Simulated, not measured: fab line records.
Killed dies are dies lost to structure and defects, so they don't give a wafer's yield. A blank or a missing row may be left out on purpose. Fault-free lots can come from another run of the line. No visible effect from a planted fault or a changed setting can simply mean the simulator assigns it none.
Matching of chambers / flow gf180mcu / 3 sister chambers for GF_V4_CVD_02 on pecvd-03
The step deposits SiO2 from TEOS, target thk 850 nm, time 94.851 s. 14 wafers are shown with their chamber, then 7 later ones without.

== EACH WAFER AND ITS CHAMBER ==
wafer=L158.4; chamber=1; heater_power_w (W)=652
wafer=L158.5; chamber=0; heater_power_w (W)=712
wafer=L158.6; chamber=2; heater_power_w (W)=478
wafer=L169.1; chamber=0; heater_power_w (W)=699
wafer=L169.2; chamber=2; heater_power_w (W)=598
wafer=L169.4; chamber=0; heater_power_w (W)=554
wafer=L172.3; chamber=0; heater_power_w (W)=658
wafer=L172.5; chamber=2; heater_power_w (W)=533
wafer=L172.6; chamber=1; heater_power_w (W)=707
wafer=L176.4; chamber=2; heater_power_w (W)=467
wafer=L176.5; chamber=0; heater_power_w (W)=661
wafer=L176.6; chamber=1; heater_power_w (W)=645
wafer=L175.3; chamber=0; heater_power_w (W)=717
wafer=L175.4; chamber=2; heater_power_w (W)=479

SIGNATURES, as means of the wafers listed above
reading=heater_power_w; chamber 0=666.83; chamber 1=668.00; chamber 2=511.00; scatter within a chamber=54.6
Rule: for a wafer and a chamber, the distance is found by dividing, reading by reading, the gap between the wafer's reading and the chamber's mean by the reading's scatter, squaring, summing and taking the root. If the next closest chamber is less than 2 further off than the closest, the wafer can't be placed; otherwise it belongs to the closest. The scatter is the square root of a quotient: the sum, over the shown wafers, of each reading's squared deviation from its chamber's mean, divided by wafers minus chambers.

== WAFERS WITHOUT THEIR CHAMBER ==
wafer=L175.5; heater_power_w (W)=561
wafer=L178.1; heater_power_w (W)=720
wafer=L178.2; heater_power_w (W)=499
wafer=L178.6; heater_power_w (W)=560
wafer=L179.2; heater_power_w (W)=670
wafer=L179.3; heater_power_w (W)=768
wafer=L179.4; heater_power_w (W)=717

== EACH ONE'S CHAMBER ==
wafer=L175.5; from the rows above=can't be placed: 2 or 0 or 1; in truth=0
wafer=L178.1; from the rows above=can't be placed: 1 or 0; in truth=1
wafer=L178.2; from the rows above=2; in truth=2
wafer=L178.6; from the rows above=can't be placed: 2 or 0 or 1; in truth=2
wafer=L179.2; from the rows above=can't be placed: 1 or 0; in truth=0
wafer=L179.3; from the rows above=can't be placed: 1 or 0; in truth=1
wafer=L179.4; from the rows above=can't be placed: 1 or 0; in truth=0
Placed correctly: 1 of 7. Not placeable from these rows: 6 (in 6, the candidates include the true chamber). Placed wrongly: 0.
